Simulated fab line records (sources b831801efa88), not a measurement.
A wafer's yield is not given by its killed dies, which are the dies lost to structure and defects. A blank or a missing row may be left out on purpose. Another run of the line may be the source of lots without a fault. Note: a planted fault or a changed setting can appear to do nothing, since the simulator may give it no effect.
fab line records -- flow sky130
record lots=6, wafers=18, last_day=49
route steps=708 shown VIA4@649 METAL5@661 PAD_OPEN@708
lots that met no fault: from a run of the same line without faults
start_h: hours from the record's opening day to when the first of the lot's shown wafers began -- wait_h: hours since the lot's step before -- " repeats the value in the row above -- L1.1+2: a row that stands for several wafers -- - no value present, or no start provided -- * or withheld: withheld -- < > ~ a bound
route shown NAME@n: a module of which the file shows steps, and the number in the route of the first -- usual: mean/standard deviation taken from wafers without a fault -- same: alike in all rows -- chamber/n: place in a boat -- sites: the reading at each site -- _std_site: standard deviation across them -- _edge_site: mean of outer sites minus mean of inner sites -- radius_mm: for every site, how far away it sits from the centre of the wafer -- mask NAME#n: copy n -- behind: the most recent tool/chamber to have shaped the wafer -- hold: the reason the lot was held/the length of the hold in hours/how it ended -- device: the n, p or np transistor that did not switch -- end of line: at the end of the route, the tests of the same wafers -- a step given without rows: its recipe and nothing more -- killed: dies lost to structure and defects at the first sort, not the wafer's yield -- map: a wafer's dies, x killed, . not, _ none there
set.NAME: the run value of the setting; set.NAME@STEP: its run value at that earlier step -- model.NAME: the simulator's own value behind a step, which no gauge read
lots at selected steps of the route; one table per step, one row per wafer
services: when a tool's chamber went out of use (start_h, in hours from the record's first day, below 0 if earlier), for how many hours, and the reason
## steps
# step SKY_VIA4_DEVELOP_10
# recipe resist=NOVOLAK, developer=TMAH, develop_time_s=60, dev_temp_c=23
# step SKY_VIA4_OVL_MEAS_11
# usual VIA4_OVL=0.5/1.3
lot.wafer,tool,chamber,start_h,wait_h,VIA4_OVL[nm]
L858.3,overlay-02,-,1027.48,0.1,0.2
L858.5,overlay-02,-,1027.48,0.1,1.5
L858.6,overlay-02,-,1027.48,0.1,1.3
L861.1,overlay-01,-,1046.92,0.1,0.4
L861.3,overlay-01,-,1046.92,0.1,1.0
L861.5,overlay-01,-,1046.92,0.1,0.8
L866.2,overlay-02,-,1077.97,0.1,0.8
L866.3,overlay-02,-,1077.97,0.1,1.1
L866.5,overlay-02,-,1077.97,0.1,1.1
L867.2,overlay-01,-,1081.98,0.1,2.0
L867.4,overlay-01,-,1081.98,0.1,3.9
L867.5,overlay-01,-,1081.98,0.1,1.6
L874.3,overlay-01,-,1122.88,0.1,1.7
L874.5,overlay-01,-,1122.88,0.1,-0.7
L874.6,overlay-01,-,1122.88,0.1,1.9
L876.3,overlay-01,-,1128.98,0.1,0.1
L876.4,overlay-01,-,1128.98,0.1,-1.0
L876.5,overlay-01,-,1128.98,0.1,0.2
# step SKY_VIA4_ETCH_12
# recipe target=SiO2, chemistry=C4F8/O2/Ar, stop_on=TiN, mask_material=NOVOLAK, source_w=1500, bias_w=1200, pressure_mtorr=40, c4f8_flow_sccm=withheld, O2_flow_sccm=6, Ar_flow_sccm=300, time_s=withheld, target_depth_a=5800
# usual oes_product_au=0.926/0.0045
lot.wafer,tool,chamber,start_h,wait_h,oes_product_au
L858.3,rie_diel-04,1,1027.51,0.0,0.927
L858.5,rie_diel-04,3,1027.51,0.0,0.928
L858.6,rie_diel-04,1,1027.51,0.0,0.924
L861.1,rie_diel-02,3,1046.96,0.0,0.934
L861.3,rie_diel-02,1,1046.96,0.0,0.934
L861.5,rie_diel-02,1,1046.96,0.0,0.930
L866.2,rie_diel-04,2,1078.00,0.0,0.920
L866.3,rie_diel-04,3,1078.00,0.0,0.926
L866.5,rie_diel-04,1,1078.00,0.0,0.926
L867.2,rie_diel-02,2,1082.01,0.0,0.930
L867.4,rie_diel-02,3,1082.01,0.0,0.928
L867.5,rie_diel-02,3,1082.01,0.0,0.922
L874.3,rie_diel-03,2,1122.91,0.0,0.914
L874.5,rie_diel-03,3,1122.91,0.0,0.931
L874.6,rie_diel-03,2,1122.91,0.0,0.934
L876.3,rie_diel-02,1,1129.00,0.0,0.933
L876.4,rie_diel-02,3,1129.00,0.0,0.926
L876.5,rie_diel-02,1,1129.00,0.0,0.922
# step SKY_VIA4_STRIP_13
# recipe chemistry=O2/N2, power_w=1400, pressure_mtorr=1500, platen_temp_c=withheld, o2_flow_sccm=3000, n2_flow_sccm=300, overash_fraction=0.5
# usual drypump_motor_current_A=5.7/0.44, oes_product_au=0.709/0.0046, strip_time_to_endpoint_s=12.801/0.026
lot.wafer,tool,chamber,start_h,wait_h,drypump_motor_current_A,oes_product_au,rf_hours_counter_h,strip_time_to_endpoint_s
L858.3,plasma_asher-02,0,1027.61,-,5.4,0.708,-,12.812
L858.5,plasma_asher-02,1,1027.61,-,6.0,0.702,-,12.785
L858.6,plasma_asher-02,0,1027.61,-,5.4,0.713,-,12.809
L861.1,plasma_asher-01,1,1047.03,-,6.5,0.703,90,12.823
L861.3,plasma_asher-01,0,1047.03,-,5.3,0.710,-,12.821
L861.5,plasma_asher-01,0,1047.03,-,5.3,0.716,-,12.788
L866.2,plasma_asher-04,0,1078.07,-,5.1,0.712,1,12.827
L866.3,plasma_asher-04,1,1078.07,-,5.7,0.707,-,12.798
L866.5,plasma_asher-04,1,1078.07,-,5.6,0.707,-,12.797
L867.2,plasma_asher-01,1,1082.08,-,6.5,0.711,94,12.824
L867.4,plasma_asher-01,0,1082.08,-,5.3,0.712,-,12.840
L867.5,plasma_asher-01,1,1082.08,-,6.5,0.711,-,12.767
L874.3,plasma_asher-01,0,1123.01,-,5.3,0.708,-,12.805
L874.5,plasma_asher-01,1,1123.01,-,6.5,0.709,-,12.781
L874.6,plasma_asher-01,0,1123.01,-,5.3,0.711,-,12.812
L876.3,plasma_asher-04,1,1129.11,-,5.6,0.712,-,12.789
L876.4,plasma_asher-04,0,1129.11,-,5.0,0.707,-,12.826
L876.5,plasma_asher-04,1,1129.11,-,5.7,0.713,-,12.784
# step SKY_VIA4_STRIP_14
# recipe chemistry=post_etch_residue_remover, time_s=1200, temp_c=72.5
# step SKY_VIA4_CLEAN_15
# recipe chemistry=IPA, time_s=180, temp_c=25
# step SKY_VIA4_CLEAN_16
# recipe chemistry=O3/DIW, dry=n2_spin
# step SKY_VIA4_SPUTTER_17
# recipe material=TiN, target_thk_nm=20, chamber_pressure_pa=5, power_w=4000, time_s=80
# usual cathode_dc_power_W=4000.1/0.67, chamber_pressure_pa=5.000/0.0092, throttle_valve_pct=30.2/0.97
lot.wafer,tool,chamber,start_h,wait_h,cathode_dc_power_W,chamber_pressure_pa,throttle_valve_pct
L858.3,pvd_sputter-04,-,1028.17,0.0,3999.7,5.018,30.7
L858.5,pvd_sputter-04,-,1028.17,0.0,4002.1,5.001,30.4
L858.6,pvd_sputter-04,-,1028.17,0.0,4000.3,5.004,31.5
L861.1,pvd_sputter-03,-,1047.63,0.0,4000.9,5.006,29.7
L861.3,pvd_sputter-03,-,1047.63,0.0,4001.0,5.013,30.1
L861.5,pvd_sputter-03,-,1047.63,0.0,3999.7,5.010,28.4
L866.2,pvd_sputter-03,-,1078.68,0.0,4001.5,4.997,29.5
L866.3,pvd_sputter-03,-,1078.68,0.0,4000.8,5.003,30.3
L866.5,pvd_sputter-03,-,1078.68,0.0,3999.8,5.003,29.4
L867.2,pvd_sputter-01,-,1082.70,0.0,3999.8,4.986,30.6
L867.4,pvd_sputter-01,-,1082.70,0.0,4000.2,5.003,32.3
L867.5,pvd_sputter-01,-,1082.70,0.0,4000.4,4.992,32.2
L874.3,pvd_sputter-04,-,1123.79,0.0,4001.4,5.012,30.1
L874.5,pvd_sputter-04,-,1123.79,0.0,3998.6,4.999,29.2
L874.6,pvd_sputter-04,-,1123.79,0.0,3999.4,4.985,29.9
L876.3,pvd_sputter-04,-,1129.67,0.0,4000.8,4.994,30.0
L876.4,pvd_sputter-04,-,1129.67,0.0,4000.2,5.002,29.2
L876.5,pvd_sputter-04,-,1129.67,0.0,4001.3,5.005,30.7
# step SKY_VIA4_CVD_18
# recipe material=W, target_thk_nm=505, time_s=152.14, temp_c=400, pressure_torr=38.22
# step SKY_VIA4_RS_MEAS_19
# recipe thk_meas_gauge=four-point-probe, reads=W_of_VIA4_CVD_18+TiN_of_VIA4_SPUTTER_17
# usual VIA4_W_RS=0.2313/0.0025
lot.wafer,tool,chamber,start_h,wait_h,VIA4_W_RS[ohm/sq]
L858.3,film_metro-04,-,1028.42,0.1,0.2368
L858.5,film_metro-04,-,1028.42,0.1,0.2354
L858.6,film_metro-04,-,1028.42,0.1,0.2327
L861.1,film_metro-01,-,1047.85,0.1,0.2356
L861.3,film_metro-01,-,1047.85,0.1,0.2353
L861.5,film_metro-01,-,1047.85,0.1,0.2359
L866.2,film_metro-01,-,1078.91,0.1,0.2280
L866.3,film_metro-01,-,1078.91,0.1,0.2300
L866.5,film_metro-01,-,1078.91,0.1,0.2262
L867.2,film_metro-04,-,1082.94,0.1,0.2317
L867.4,film_metro-04,-,1082.94,0.1,0.2308
L867.5,film_metro-04,-,1082.94,0.1,0.2313
L874.3,film_metro-01,-,1124.13,0.2,0.2284
L874.5,film_metro-01,-,1124.13,0.2,0.2303
L874.6,film_metro-01,-,1124.13,0.2,0.2303
L876.3,film_metro-03,-,1129.92,0.1,0.2310
L876.4,film_metro-03,-,1129.92,0.1,0.2320
L876.5,film_metro-03,-,1129.92,0.1,0.2285
# step SKY_VIA4_THK_MEAS_20
# recipe thk_meas_gauge=xrf, reads=W_of_VIA4_CVD_18
# usual VIA4_W_THK=514/6.4
lot.wafer,tool,chamber,start_h,wait_h,VIA4_W_THK[nm]
L858.3,film_metro-04,-,1028.52,0.1,501
L858.5,film_metro-04,-,1028.52,0.1,498
L858.6,film_metro-04,-,1028.52,0.1,510
L861.1,film_metro-01,-,1047.97,0.1,500
L861.3,film_metro-01,-,1047.97,0.1,503
L861.5,film_metro-01,-,1047.97,0.1,500
L866.2,film_metro-01,-,1079.02,0.1,520
L866.3,film_metro-01,-,1079.02,0.1,513
L866.5,film_metro-01,-,1079.02,0.1,522
L867.2,film_metro-04,-,1083.05,0.1,510
L867.4,film_metro-04,-,1083.05,0.1,513
L867.5,film_metro-04,-,1083.05,0.1,514
L874.3,film_metro-01,-,1124.23,0.1,521
L874.5,film_metro-01,-,1124.23,0.1,519
L874.6,film_metro-01,-,1124.23,0.1,518
L876.3,film_metro-03,-,1130.02,0.1,520
L876.4,film_metro-03,-,1130.02,0.1,514
L876.5,film_metro-03,-,1130.02,0.1,520
# step SKY_VIA4_CMP_21
# recipe stop_on=SiO2, t_overpolish_s=25, down_force_psi=3.5, platen_rpm=60, target_thk_nm=0, pad_velocity_m_s=0.94248
# usual motor_current_A=10.9/0.86, overpolish_run_s=24.999/0.0086, retaining_ring_pressure_frac=1.000/0.0057, time_to_endpoint_s=121/4.5
lot.wafer,tool,chamber,start_h,wait_h,motor_current_A,overpolish_run_s,retaining_ring_pressure_frac,time_to_endpoint_s
L858.3,cmp-02,2,1028.61,0.1,10.5,25.002,0.992,115
L858.5,cmp-02,1,1028.61,0.1,11.4,25.003,0.994,110
L858.6,cmp-02,2,1028.61,0.1,10.6,24.999,0.996,121
L861.3,cmp-02,1,1048.08,0.1,11.3,24.991,1.000,113
L861.1,cmp-02,3,1048.08,0.1,10.9,24.995,0.999,118
L861.5,cmp-02,0,1048.08,0.1,9.3,24.994,1.004,119
L866.2,cmp-02,2,1079.07,0.0,10.4,25.009,1.007,124
L866.3,cmp-02,1,1079.07,0.0,11.6,25.013,1.004,120
L866.5,cmp-02,3,1079.07,0.0,10.8,24.999,1.009,124
L867.2,cmp-02,2,1083.10,0.0,10.5,25.000,1.000,125
L867.4,cmp-02,1,1083.10,0.0,11.9,24.992,1.007,121
L867.5,cmp-02,2,1083.10,0.0,10.7,24.994,0.996,124
L874.3,cmp-01,2,1124.37,0.1,11.7,25.001,1.006,120
L874.6,cmp-01,0,1124.37,0.1,11.1,25.004,1.001,122
L874.5,cmp-01,1,1124.37,0.1,11.7,24.988,0.988,123
L876.3,cmp-02,2,1130.06,0.0,10.4,25.012,1.001,124
L876.4,cmp-02,1,1130.06,0.0,11.7,24.997,0.999,119
L876.5,cmp-02,3,1130.06,0.0,10.8,24.994,1.007,124
# step SKY_METAL5_SPUTTER_00
# recipe material=Ti, target_thk_nm=15, power_w=3000, time_s=10, chamber_pressure_pa=0.4
# usual cathode_dc_power_W=2999.9/0.49, chamber_pressure_pa=0.4000/0.0008, throttle_valve_pct=30.0/1.1
lot.wafer,tool,chamber,start_h,wait_h,cathode_dc_power_W,chamber_pressure_pa,throttle_valve_pct
L858.3,pvd_sputter-01,-,1028.86,0.2,2999.3,0.4004,29.3
L858.5,pvd_sputter-01,-,1028.86,0.2,3000.0,0.3998,29.3
L858.6,pvd_sputter-01,-,1028.86,0.2,2999.7,0.4004,29.6
L861.1,pvd_sputter-02,-,1048.33,0.1,2999.3,0.3995,29.0
L861.3,pvd_sputter-02,-,1048.33,0.1,2999.8,0.4000,29.3
L861.5,pvd_sputter-02,-,1048.33,0.1,2999.5,0.3990,29.0
L866.2,pvd_sputter-01,-,1079.37,0.2,-,-,-
L866.3,pvd_sputter-01,-,1079.37,0.2,-,-,-
L866.5,pvd_sputter-01,-,1079.37,0.2,-,-,-
L867.2,pvd_sputter-02,-,1083.40,0.2,-,-,-
L867.4,pvd_sputter-02,-,1083.40,0.2,-,-,-
L867.5,pvd_sputter-02,-,1083.40,0.2,-,-,-
L874.3,pvd_sputter-01,-,1124.57,0.1,2999.5,0.4003,30.9
L874.5,pvd_sputter-01,-,1124.57,0.1,3000.5,0.3993,30.6
L874.6,pvd_sputter-01,-,1124.57,0.1,2999.7,0.4005,32.1
L876.3,pvd_sputter-01,-,1130.36,0.2,3000.4,0.4003,29.8
L876.4,pvd_sputter-01,-,1130.36,0.2,3000.0,0.3998,32.1
L876.5,pvd_sputter-01,-,1130.36,0.2,3000.7,0.4000,32.3
# step SKY_METAL5_SPUTTER_01
# recipe material=TiN, target_thk_nm=20, power_w=6500, time_s=16.7, chamber_pressure_pa=0.4
# usual cathode_dc_power_W=6499.9/1.1, chamber_pressure_pa=0.4000/0.00082, throttle_valve_pct=30.0/1.1
lot.wafer,tool,chamber,start_h,wait_h,cathode_dc_power_W,chamber_pressure_pa,throttle_valve_pct
L858.3,pvd_sputter-01,-,1028.89,0.0,6500.1,0.3993,29.1
L858.5,pvd_sputter-01,-,1028.89,0.0,6501.0,0.4008,29.3
L858.6,pvd_sputter-01,-,1028.89,0.0,6499.9,0.3993,29.9
L861.1,pvd_sputter-02,-,1048.35,0.0,6500.5,0.3997,29.4
L861.3,pvd_sputter-02,-,1048.35,0.0,6498.6,0.3990,29.2
L861.5,pvd_sputter-02,-,1048.35,0.0,6499.0,0.3996,28.8
L866.2,pvd_sputter-01,-,1079.39,0.0,6501.4,0.3998,29.5
L866.3,pvd_sputter-01,-,1079.39,0.0,6498.6,0.4006,29.9
L866.5,pvd_sputter-01,-,1079.39,0.0,6500.5,0.3996,29.9
L867.2,pvd_sputter-02,-,1083.42,0.0,6499.7,0.4013,28.5
L867.4,pvd_sputter-02,-,1083.42,0.0,6500.8,0.4009,29.4
L867.5,pvd_sputter-02,-,1083.42,0.0,6499.6,0.3999,29.2
L874.3,pvd_sputter-01,-,1124.59,0.0,6499.5,0.4007,30.9
L874.5,pvd_sputter-01,-,1124.59,0.0,6499.1,0.3997,31.0
L874.6,pvd_sputter-01,-,1124.59,0.0,6501.7,0.3985,32.1
L876.3,pvd_sputter-01,-,1130.38,0.0,6500.1,0.4002,29.7
L876.4,pvd_sputter-01,-,1130.38,0.0,6500.0,0.3990,32.1
L876.5,pvd_sputter-01,-,1130.38,0.0,6499.6,0.3990,32.2
# step SKY_PAD_OPEN_PROBE_99
# usual defect_limited_yield=82.5/1.9, killed_at_M0_to_M3=42/7.2, killed_at_M4_up=3.5/1.8, killed_at_contacts=25/5.7, killed_at_front_end=16/4.6, killed_at_other=0.2/0.41, killed_dies=86/9.3, killed_open=47/6.3, killed_short=39/5.9, sort_bin_3_pad_short=0.9/0.44, sort_bin_5_function=10.3/1.5, sort_bin_6_memory=6.3/1, sort_n_pass=406/9.3, sort_yield_pct=82.5/1.9
# same gross_dies=492, killed_at_back_side=0, sort_bin_4_leakage[%]=0, sort_bin_8_speed[%]=0
lot.wafer,tool,chamber,start_h,wait_h,defect_limited_yield[%],killed_at_M0_to_M3,killed_at_M4_up,killed_at_contacts,killed_at_front_end,killed_at_other,killed_dies,killed_open,killed_short,sort_bin_3_pad_short[%],sort_bin_5_function[%],sort_bin_6_memory[%],sort_n_pass,sort_yield_pct[%],model.etest.via4_chain.rc_ohm
L858.3,prober-02,-,1097.42,0.2,80.3,43,6,32,16,0,97,55,42,0.8,11.4,7.5,395,80.3,0.8033
L858.5,prober-02,-,1097.52,0.2,80.9,38,5,37,14,0,94,56,38,1.8,10.0,7.3,398,80.9,0.8226
L858.6,prober-02,-,1097.57,0.2,81.1,49,3,23,18,0,93,48,45,0.8,10.6,7.5,399,81.1,0.794
L861.1,prober-02,-,1114.39,0.1,81.5,35,6,36,14,0,91,57,34,1.2,12.6,4.7,401,81.5,0.7874
L861.3,prober-02,-,1114.49,0.2,78.0,48,5,26,28,1,108,58,50,1.8,14.0,6.1,384,78.0,0.8003
L861.5,prober-02,-,1114.59,0.2,81.5,43,3,32,13,0,91,57,34,0.4,11.8,6.3,401,81.5,0.7927
L866.2,prober-01,-,1143.91,0.1,80.9,58,1,22,13,0,94,57,37,1.4,10.8,6.9,398,80.9,0.8476
L866.3,prober-01,-,1143.96,0.2,83.7,43,3,19,15,0,80,39,41,0.8,9.1,6.3,412,83.7,0.8697
L866.5,prober-01,-,1144.06,0.2,78.5,50,6,29,21,0,106,55,51,1.2,11.4,8.9,386,78.5,0.8545
L867.2,prober-02,-,1146.54,0.1,85.8,33,3,22,12,0,70,37,33,0.6,10.2,3.5,422,85.8,0.857
L867.4,prober-02,-,1146.64,0.2,85.8,32,2,20,16,0,70,37,33,0.4,9.1,4.7,422,85.8,0.8634
L867.5,prober-02,-,1146.69,0.2,84.3,34,0,31,12,0,77,38,39,1.2,8.5,5.9,415,84.3,0.8344
L874.3,prober-01,-,1182.12,0.2,83.1,43,4,22,13,1,83,40,43,1.0,10.0,5.9,409,83.1,0.8262
L874.5,prober-01,-,1182.22,0.2,82.3,43,3,33,7,1,87,42,45,0.8,10.0,6.9,405,82.3,0.804
L874.6,prober-01,-,1182.27,0.2,82.3,43,5,24,15,0,87,44,43,1.2,11.8,4.7,405,82.3,0.79
L876.3,prober-01,-,1187.34,0.2,84.6,44,4,15,13,0,76,36,40,1.0,9.6,4.9,416,84.6,0.8683
L876.4,prober-01,-,1187.39,0.2,82.3,46,3,17,20,1,87,51,36,1.4,9.8,6.5,405,82.3,0.8171
L876.5,prober-01,-,1187.44,0.2,81.3,46,1,27,18,0,92,51,41,1.0,11.4,6.3,400,81.3,0.8205
# killed by level:class
L858.3 CONTACT:geometric_particle:open=13 VIA1:geometric_particle:open=12 LOCAL_INTERCONNECT:geometric_particle:short=7 VIA2:geometric_particle:open=7 METAL2:geometric_particle:short=6 LI_CONTACT:geometric_particle:open=5 FIELD_ISO:geometric_particle:open=5 CONTACT:geometric_particle:short=4
L858.5 CONTACT:geometric_particle:open=16 LI_CONTACT:geometric_particle:open=11 VIA1:geometric_particle:open=9 VIA2:geometric_particle:open=5 METAL1:geometric_particle:short=5 METAL2:geometric_particle:short=5 METAL4:geometric_particle:short=5 SPACER:geometric_particle:short=4
L858.6 VIA1:geometric_particle:open=16 LI_CONTACT:geometric_particle:open=9 METAL1:geometric_particle:short=7 VIA1:geometric_particle:short=7 FIELD_ISO:geometric_particle:short=5 VIA3:geometric_particle:open=5 LOCAL_INTERCONNECT:geometric_particle:short=4 CONTACT:geometric_particle:short=4
L861.1 LI_CONTACT:geometric_particle:open=13 CONTACT:geometric_particle:open=13 VIA1:geometric_particle:open=10 FIELD_ISO:geometric_particle:open=6 VIA2:geometric_particle:open=6 POLY_GATE:geometric_particle:short=5 VIA3:geometric_particle:open=5 LI_CONTACT:geometric_particle:short=4
L861.3 VIA1:geometric_particle:open=12 CONTACT:geometric_particle:open=10 FIELD_ISO:geometric_particle:open=9 VIA2:geometric_particle:open=9 VIA3:geometric_particle:short=8 FIELD_ISO:geometric_particle:short=5 LOCAL_INTERCONNECT:geometric_particle:short=5 VIA1:geometric_particle:short=5
L861.5 VIA1:geometric_particle:open=15 CONTACT:geometric_particle:open=15 CONTACT:geometric_particle:short=7 VIA2:geometric_particle:open=7 VIA3:geometric_particle:open=7 LI_CONTACT:geometric_particle:open=5 VIA2:geometric_particle:short=5 FIELD_ISO:geometric_particle:short=4
L866.2 VIA1:geometric_particle:open=14 CONTACT:geometric_particle:open=11 VIA2:geometric_particle:open=8 METAL3:geometric_particle:short=7 METAL1:geometric_particle:short=7 LI_CONTACT:geometric_particle:open=6 VIA1:geometric_particle:short=6 METAL2:geometric_particle:open=6
L866.3 POLY_GATE:geometric_particle:short=8 CONTACT:geometric_particle:open=8 METAL1:geometric_particle:short=6 VIA2:geometric_particle:open=6 VIA1:geometric_particle:open=6 METAL2:geometric_particle:short=6 LI_CONTACT:geometric_particle:open=5 VIA3:geometric_particle:open=5
L866.5 VIA1:geometric_particle:open=13 CONTACT:geometric_particle:open=11 VIA1:geometric_particle:short=10 POLY_GATE:geometric_particle:short=6 LI_CONTACT:geometric_particle:open=6 METAL1:geometric_particle:short=6 VIA3:geometric_particle:open=6 FIELD_ISO:geometric_particle:short=5
L867.2 CONTACT:geometric_particle:open=8 VIA3:geometric_particle:open=7 CONTACT:geometric_particle:short=6 VIA2:geometric_particle:open=6 METAL1:geometric_particle:short=4 VIA1:geometric_particle:open=4 METAL2:geometric_particle:short=4 POLY_GATE:geometric_particle:open=3
L867.4 CONTACT:geometric_particle:open=9 METAL2:geometric_particle:short=7 CONTACT:geometric_particle:short=6 VIA1:geometric_particle:open=5 VIA3:geometric_particle:open=5 FIELD_ISO:geometric_particle:short=4 POLY_GATE:geometric_particle:open=4 LI_CONTACT:geometric_particle:open=4
L867.5 CONTACT:geometric_particle:open=11 FIELD_ISO:geometric_particle:short=6 VIA1:geometric_particle:open=6 LI_CONTACT:geometric_particle:short=5 LI_CONTACT:geometric_particle:open=5 METAL2:geometric_particle:short=5 LOCAL_INTERCONNECT:geometric_particle:short=4 CONTACT:geometric_particle:short=4
L874.3 VIA1:geometric_particle:open=10 LOCAL_INTERCONNECT:geometric_particle:short=7 VIA2:geometric_particle:short=6 FIELD_ISO:geometric_particle:short=5 LI_CONTACT:geometric_particle:open=5 VIA1:geometric_particle:short=5 VIA2:geometric_particle:open=5 LI_CONTACT:geometric_particle:short=4
L874.5 VIA1:geometric_particle:open=10 CONTACT:geometric_particle:open=9 LOCAL_INTERCONNECT:geometric_particle:short=9 METAL1:geometric_particle:short=9 LI_CONTACT:geometric_particle:open=6 METAL2:geometric_particle:short=6 VIA2:geometric_particle:open=6 CONTACT:geometric_particle:short=5
L874.6 VIA1:geometric_particle:open=10 CONTACT:geometric_particle:open=8 METAL2:geometric_particle:short=7 VIA2:geometric_particle:open=6 LI_CONTACT:geometric_particle:open=5 METAL1:geometric_particle:short=5 VIA2:geometric_particle:short=5 POLY_GATE:geometric_particle:open=4
L876.3 VIA1:geometric_particle:short=10 VIA1:geometric_particle:open=7 CONTACT:geometric_particle:open=6 VIA3:geometric_particle:open=5 FIELD_ISO:geometric_particle:short=4 LI_CONTACT:geometric_particle:open=4 METAL2:geometric_particle:short=4 VIA2:geometric_particle:short=4
L876.4 CONTACT:geometric_particle:open=10 VIA1:geometric_particle:open=10 VIA3:geometric_particle:open=8 VIA2:geometric_particle:open=8 FIELD_ISO:geometric_particle:short=5 METAL1:geometric_particle:short=5 VIA1:geometric_particle:short=5 SPACER:geometric_particle:open=4
L876.5 VIA1:geometric_particle:open=14 LOCAL_INTERCONNECT:geometric_particle:short=8 CONTACT:geometric_particle:open=8 VIA3:geometric_particle:open=7 FIELD_ISO:geometric_particle:short=5 LI_CONTACT:geometric_particle:open=5 METAL1:geometric_particle:short=5 FIELD_ISO:geometric_particle:open=4
## services
tool,chamber,start_h,hours,kind
pvd_sputter-04,-,1011.22,2.6,repair
plasma_asher-04,-,1015.52,3.1,repair
pvd_sputter-03,-,1016.37,3.0,repair
rie_diel-04,0,1021.34,11.6,repair
pvd_sputter-01,1,1024.53,-,consumable_replace:kit
rie_diel-02,-,1045.57,0.1,repair
pvd_sputter-04,-,1052.56,0.5,repair
plasma_asher-04,-,1055.25,9.0,pm
cmp-02,-,1057.40,0.6,repair
pvd_sputter-02,-,1067.27,2.5,repair
rie_diel-03,2,1072.85,11.3,repair
plasma_asher-02,-,1075.04,14.6,pm
rie_diel-04,3,1080.06,8.3,repair
cmp-02,-,1084.25,4.0,pm
plasma_asher-01,-,1087.22,3.9,repair
plasma_asher-04,-,1091.35,8.5,repair
pvd_sputter-03,-,1107.75,6.8,repair
rie_diel-02,0,1118.83,8.6,repair
rie_diel-03,1,1120.60,5.6,repair
cmp-02,-,1122.65,0.8,repair
plasma_asher-04,-,1123.58,1.5,repair
cmp-02,-,1124.17,0.3,repair
cmp-01,-,1129.29,0.6,repair
pvd_sputter-03,-,1130.27,2.9,repair
## key
first_sign step=SKY_METAL5_SPUTTER_00, reading=tool_record, direction=missing
effect none on later readings
model_effect step=SKY_PAD_OPEN_PROBE_99, value=etest.via4_chain.rc_ohm, without=0.7943, struck=0.8544
met_at SKY_METAL5_SPUTTER_00
struck_wafers L866.2,L866.3,L866.5,L867.2,L867.4,L867.5
onset_between 1048.33 1079.37
fault kind=skipped_step_whole, tool=pvd_sputter-01,pvd_sputter-02, chamber=-, onset_h=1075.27, steps=SKY_METAL5_SPUTTER_00, scope=struck_lots_only
